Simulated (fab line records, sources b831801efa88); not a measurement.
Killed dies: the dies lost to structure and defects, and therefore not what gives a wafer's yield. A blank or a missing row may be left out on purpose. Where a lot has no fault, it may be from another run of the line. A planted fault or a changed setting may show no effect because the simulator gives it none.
Which tool did it? / flow gf180mcu / 24 lots, 72 wafers sampled, at 4 steps of a route of 602

WHAT THE GAUGES SHOWED, per wafer
GF_M2_OVL_MEAS_15. Usual: M2_OVL gives -3 nm (standard deviation 5).
lot=L074; measured=day 19 01:24; on=overlay-02; M2_OVL (nm)=-2 -9 3; flag=
lot=L075; measured=day 19 10:01; on=overlay-01; M2_OVL (nm)=-12 -11 -7; flag=
lot=L076; measured=day 19 16:58; on=overlay-01; M2_OVL (nm)=-1 0 -3; flag=
lot=L077; measured=day 20 05:49; on=overlay-02; M2_OVL (nm)=4 -2 3; flag=
lot=L078; measured=day 20 14:48; on=overlay-02; M2_OVL (nm)=-7 -4 -7; flag=
lot=L079; measured=day 21 03:24; on=overlay-01; M2_OVL (nm)=-1 0 9; flag=
lot=L080; measured=day 21 12:09; on=overlay-01; M2_OVL (nm)=-4 -2 0; flag=
lot=L081; measured=day 22 00:06; on=overlay-01; M2_OVL (nm)=-6 -1 2; flag=
lot=L083; measured=day 22 10:21; on=overlay-01; M2_OVL (nm)=-5 1 -3; flag=
lot=L082; measured=day 22 15:35; on=overlay-02; M2_OVL (nm)=-2 0 3; flag=
lot=L084; measured=day 23 09:45; on=overlay-01; M2_OVL (nm)=-16 -7 -11; flag=
lot=L085; measured=day 23 19:33; on=overlay-02; M2_OVL (nm)=0 -8 -6; flag=
lot=L086; measured=day 23 23:10; on=overlay-01; M2_OVL (nm)=-8 -5 -6; flag=
lot=L087; measured=day 24 06:47; on=overlay-02; M2_OVL (nm)=-9 -11 -12; flag=
lot=L088; measured=day 24 14:48; on=overlay-01; M2_OVL (nm)=2 8 2; flag=
lot=L089; measured=day 25 01:28; on=overlay-02; M2_OVL (nm)=0 0 -5; flag=
lot=L090; measured=day 25 06:41; on=overlay-02; M2_OVL (nm)=-6 -3 -1; flag=
lot=L091; measured=day 25 07:31; on=overlay-01; M2_OVL (nm)=-7 0 -7; flag=
lot=L092; measured=day 25 17:07; on=overlay-01; M2_OVL (nm)=2 -1 -5; flag=
lot=L093; measured=day 25 19:35; on=overlay-01; M2_OVL (nm)=5 5 2; flag=
lot=L094; measured=day 26 10:39; on=overlay-01; M2_OVL (nm)=-6 -10 -5; flag=
lot=L095; measured=day 26 11:48; on=overlay-02; M2_OVL (nm)=-6 0 -10; flag=
lot=L096; measured=day 26 17:31; on=overlay-02; M2_OVL (nm)=-7 -4 -5; flag=
lot=L097; measured=day 27 02:13; on=overlay-02; M2_OVL (nm)=-4 -1 1; flag=

GF_V2_CD_MEAS_14: the cd target is 260 nm. Usual: cdNm 259.9 nm, standard deviation 1.1.
lot=L074; measured=day 20 03:14; on=cdSem-01; cdNm (nm)=258.3 258.5 258.0; flag=
lot=L075; measured=day 20 11:49; on=cdSem-01; cdNm (nm)=260.8 260.3 259.2; flag=
lot=L076; measured=day 20 18:26; on=cdSem-01; cdNm (nm)=259.5 258.9 259.4; flag=
lot=L077; measured=day 21 06:54; on=cdSem-02; cdNm (nm)=258.6 258.5 258.9; flag=
lot=L078; measured=day 21 16:23; on=cdSem-01; cdNm (nm)=260.5 260.4 260.8; flag=
lot=L079; measured=day 22 03:53; on=cdSem-01; cdNm (nm)=258.9 260.2 258.1; flag=
lot=L080; measured=day 22 14:02; on=cdSem-02; cdNm (nm)=257.4 259.1 258.6; flag=
lot=L081; measured=day 23 01:01; on=cdSem-02; cdNm (nm)=259.4 258.1 259.6; flag=
lot=L083; measured=day 23 10:56; on=cdSem-01; cdNm (nm)=260.3 260.8 260.6; flag=
lot=L082; measured=day 23 15:51; on=cdSem-02; cdNm (nm)=261.4 261.4 261.7; flag=
lot=L084; measured=day 24 10:16; on=cdSem-02; cdNm (nm)=259.9 259.3 258.0; flag=
lot=L085; measured=day 24 19:17; on=cdSem-02; cdNm (nm)=259.9 259.9 258.3; flag=
lot=L086; measured=day 24 21:51; on=cdSem-01; cdNm (nm)=260.4 260.2 259.4; flag=
lot=L087; measured=day 25 06:13; on=cdSem-01; cdNm (nm)=260.3 259.8 259.9; flag=
lot=L088; measured=day 25 13:47; on=cdSem-02; cdNm (nm)=261.0 261.4 261.6; flag=
lot=L089; measured=day 26 00:11; on=cdSem-01; cdNm (nm)=258.5 259.4 259.0; flag=
lot=L090; measured=day 26 04:57; on=cdSem-01; cdNm (nm)=259.8 259.4 260.2; flag=
lot=L091; measured=day 26 06:05; on=cdSem-02; cdNm (nm)=261.7 261.5 261.6; flag=
lot=L092; measured=day 26 14:54; on=cdSem-01; cdNm (nm)=259.5 261.9 260.4; flag=
lot=L093; measured=day 26 17:41; on=cdSem-01; cdNm (nm)=260.4 261.0 260.1; flag=
lot=L094; measured=day 27 08:11; on=cdSem-01; cdNm (nm)=258.4 259.3 258.9; flag=
lot=L095; measured=day 27 09:56; on=cdSem-02; cdNm (nm)=260.8 261.5 261.8; flag=
lot=L096; measured=day 27 15:05; on=cdSem-02; cdNm (nm)=259.7 259.0 259.0; flag=
lot=L097; measured=day 27 23:21; on=cdSem-01; cdNm (nm)=260.4 259.6 259.8; flag=

TOOL THAT RAN EACH LOT (tool first, then ch and the chambers of the sampled wafers, then the start)
lot=L074; GF_V1_CVD_02=pecvd-04 ch 0,1,2, day 16 23:55; GF_M2_SPUTTER_01=pvdSputter-01, day 18 01:07
lot=L075; GF_V1_CVD_02=pecvd-03 ch 0,1, day 17 07:40; GF_M2_SPUTTER_01=pvdSputter-01, day 18 09:23
lot=L076; GF_V1_CVD_02=pecvd-02 ch 0,1, day 17 15:16; GF_M2_SPUTTER_01=pvdSputter-01, day 18 16:56
lot=L077; GF_V1_CVD_02=pecvd-02 ch 0,1, day 18 04:04; GF_M2_SPUTTER_01=pvdSputter-02, day 19 05:25
lot=L078; GF_V1_CVD_02=pecvd-02 ch 0,1,2, day 18 11:42; GF_M2_SPUTTER_01=pvdSputter-02, day 19 14:01
lot=L079; GF_V1_CVD_02=pecvd-04 ch 0,1,2, day 19 01:02; GF_M2_SPUTTER_01=pvdSputter-02, day 20 03:35
lot=L080; GF_V1_CVD_02=pecvd-03 ch 0,1,2, day 19 08:55; GF_M2_SPUTTER_01=pvdSputter-04, day 20 11:46
lot=L081; GF_V1_CVD_02=pecvd-02 ch 0,2, day 19 21:37; GF_M2_SPUTTER_01=pvdSputter-02, day 21 00:00
lot=L083; GF_V1_CVD_02=pecvd-02 ch 1,2, day 20 08:17; GF_M2_SPUTTER_01=pvdSputter-01, day 21 10:51
lot=L082; GF_V1_CVD_02=pecvd-02 ch 1,2, day 20 13:44; GF_M2_SPUTTER_01=pvdSputter-04, day 21 16:39
lot=L084; GF_V1_CVD_02=pecvd-04 ch 1,2, day 21 08:35; GF_M2_SPUTTER_01=pvdSputter-04, day 22 10:24
lot=L085; GF_V1_CVD_02=pecvd-04 ch 0,1,2, day 21 19:35; GF_M2_SPUTTER_01=pvdSputter-02, day 22 20:56
lot=L086; GF_V1_CVD_02=pecvd-02 ch 1,2, day 21 22:53; GF_M2_SPUTTER_01=pvdSputter-04, day 23 00:18
lot=L087; GF_V1_CVD_02=pecvd-04 ch 0,1, day 22 06:40; GF_M2_SPUTTER_01=pvdSputter-02, day 23 08:08
lot=L088; GF_V1_CVD_02=pecvd-04 ch 0,1,2, day 22 15:21; GF_M2_SPUTTER_01=pvdSputter-02, day 23 16:34
lot=L089; GF_V1_CVD_02=pecvd-03 ch 0,1, day 23 03:22; GF_M2_SPUTTER_01=pvdSputter-04, day 24 03:43
lot=L090; GF_V1_CVD_02=pecvd-03 ch 0,1,2, day 23 07:40; GF_M2_SPUTTER_01=pvdSputter-02, day 24 07:37
lot=L091; GF_V1_CVD_02=pecvd-04 ch 0,1, day 23 08:25; GF_M2_SPUTTER_01=pvdSputter-01, day 24 09:13
lot=L092; GF_V1_CVD_02=pecvd-03 ch 0,1,2, day 23 18:54; GF_M2_SPUTTER_01=pvdSputter-02, day 24 19:03
lot=L093; GF_V1_CVD_02=pecvd-02 ch 0,2, day 23 20:53; GF_M2_SPUTTER_01=pvdSputter-02, day 24 21:29
lot=L094; GF_V1_CVD_02=pecvd-03 ch 0,1, day 24 14:38; GF_M2_SPUTTER_01=pvdSputter-04, day 25 14:12
lot=L095; GF_V1_CVD_02=pecvd-02 ch 1,2, day 24 15:16; GF_M2_SPUTTER_01=pvdSputter-02, day 25 15:11
lot=L096; GF_V1_CVD_02=pecvd-04 ch 0,1, day 24 20:22; GF_M2_SPUTTER_01=pvdSputter-04, day 25 20:43
lot=L097; GF_V1_CVD_02=pecvd-03 ch 0,2, day 25 05:13; GF_M2_SPUTTER_01=pvdSputter-04, day 26 05:10
- GF_V1_CVD_02: deposits SiO2 from TEOS, target thk 850 nm, time 94.851 s.
- GF_M2_SPUTTER_01: material TiN, target thk 30 nm, time 25 s.

AS READ BY THE TOOLS THEMSELVES (means over the sampled wafers that have a number; for cases with no such wafer, the mark the record gives instead)
GF_V1_CVD_02. Usual: heaterPowerOuterW 411 W, standard deviation 100; heaterPowerW 703 W, standard deviation 130.
lot=L074; tool=pecvd-04; heaterPowerOuterW (W)=397; heaterPowerW (W)=722; flag=
lot=L075; tool=pecvd-03; heaterPowerOuterW (W)=506; heaterPowerW (W)=841; flag=
lot=L076; tool=pecvd-02; heaterPowerOuterW (W)=389; heaterPowerW (W)=650; flag=
lot=L077; tool=pecvd-02; heaterPowerOuterW (W)=429; heaterPowerW (W)=657; flag=
lot=L078; tool=pecvd-02; heaterPowerOuterW (W)=471; heaterPowerW (W)=745; flag=
lot=L079; tool=pecvd-04; heaterPowerOuterW (W)=399; heaterPowerW (W)=713; flag=
lot=L080; tool=pecvd-03; heaterPowerOuterW (W)=418; heaterPowerW (W)=724; flag=
lot=L081; tool=pecvd-02; heaterPowerOuterW (W)=491; heaterPowerW (W)=746; flag=
lot=L083; tool=pecvd-02; heaterPowerOuterW (W)=407; heaterPowerW (W)=708; flag=
lot=L082; tool=pecvd-02; heaterPowerOuterW (W)=387; heaterPowerW (W)=679; flag=
lot=L084; tool=pecvd-04; heaterPowerOuterW (W)=447; heaterPowerW (W)=768; flag=
lot=L085; tool=pecvd-04; heaterPowerOuterW (W)=360; heaterPowerW (W)=652; flag=
lot=L086; tool=pecvd-02; heaterPowerOuterW (W)=391; heaterPowerW (W)=680; flag=
lot=L087; tool=pecvd-04; heaterPowerOuterW (W)=410; heaterPowerW (W)=740; flag=
lot=L088; tool=pecvd-04; heaterPowerOuterW (W)=403; heaterPowerW (W)=706; flag=
lot=L089; tool=pecvd-03; heaterPowerOuterW (W)=421; heaterPowerW (W)=743; flag=
lot=L090; tool=pecvd-03; heaterPowerOuterW (W)=421; heaterPowerW (W)=727; flag=
lot=L091; tool=pecvd-04; heaterPowerOuterW (W)=349; heaterPowerW (W)=678; flag=
lot=L092; tool=pecvd-03; heaterPowerOuterW (W)=431; heaterPowerW (W)=723; flag=
lot=L093; tool=pecvd-02; heaterPowerOuterW (W)=478; heaterPowerW (W)=759; flag=
lot=L094; tool=pecvd-03; heaterPowerOuterW (W)=501; heaterPowerW (W)=863; flag=
lot=L095; tool=pecvd-02; heaterPowerOuterW (W)=386; heaterPowerW (W)=670; flag=
lot=L096; tool=pecvd-04; heaterPowerOuterW (W)=367; heaterPowerW (W)=680; flag=
lot=L097; tool=pecvd-03; heaterPowerOuterW (W)=315; heaterPowerW (W)=556; flag=

GF_M2_SPUTTER_01. Usual: throttleValvePct 30.3 %, standard deviation 1.1.
lot=L074; tool=pvdSputter-01; throttleValvePct (%)=29.9; flag=
lot=L075; tool=pvdSputter-01; throttleValvePct (%)=30.0; flag=
lot=L076; tool=pvdSputter-01; throttleValvePct (%)=29.4; flag=
lot=L077; tool=pvdSputter-02; throttleValvePct (%)=30.6; flag=
lot=L078; tool=pvdSputter-02; throttleValvePct (%)=30.7; flag=
lot=L079; tool=pvdSputter-02; throttleValvePct (%)=30.7; flag=
lot=L080; tool=pvdSputter-04; throttleValvePct (%)=29.9; flag=
lot=L081; tool=pvdSputter-02; throttleValvePct (%)=30.8; flag=
lot=L083; tool=pvdSputter-01; throttleValvePct (%)=29.9; flag=
lot=L082; tool=pvdSputter-04; throttleValvePct (%)=30.1; flag=
lot=L084; tool=pvdSputter-04; throttleValvePct (%)=29.5; flag=
lot=L085; tool=pvdSputter-02; throttleValvePct (%)=31.2; flag=
lot=L086; tool=pvdSputter-04; throttleValvePct (%)=29.4; flag=
lot=L087; tool=pvdSputter-02; throttleValvePct (%)=30.6; flag=
lot=L088; tool=pvdSputter-02; throttleValvePct (%)=30.7; flag=
lot=L089; tool=pvdSputter-04; throttleValvePct (%)=29.9; flag=
lot=L090; tool=pvdSputter-02; throttleValvePct (%)=31.3; flag=
lot=L091; tool=pvdSputter-01; throttleValvePct (%)=30.0; flag=
lot=L092; tool=pvdSputter-02; throttleValvePct (%)=30.5; flag=
lot=L093; tool=pvdSputter-02; throttleValvePct (%)=30.6; flag=
lot=L094; tool=pvdSputter-04; throttleValvePct (%)=29.1; flag=
lot=L095; tool=pvdSputter-02; throttleValvePct (%)=31.2; flag=
lot=L096; tool=pvdSputter-04; throttleValvePct (%)=29.3; flag=
lot=L097; tool=pvdSputter-04; throttleValvePct (%)=29.2; flag=

THE ANSWER, worked out from the rows above alone
Rule: lot off if the mean of its wafers having a number is beyond 3 standard deviations from the usual mean. Also off: a lot with no number at a reading for which 4 or more lots have one. All remaining lots with rows at the step are treated as sound. Order of review: gauges by route order, followed by the tools' own readings, for which a lot's mean as printed above is used. At the first step where some lot is off, the reading lying furthest off is the one used; lots without a number count as furthest.
No lot is off on any of the readings shown, so nothing can be concluded from this.

WHAT THE SIMULATOR HAD INSERTED
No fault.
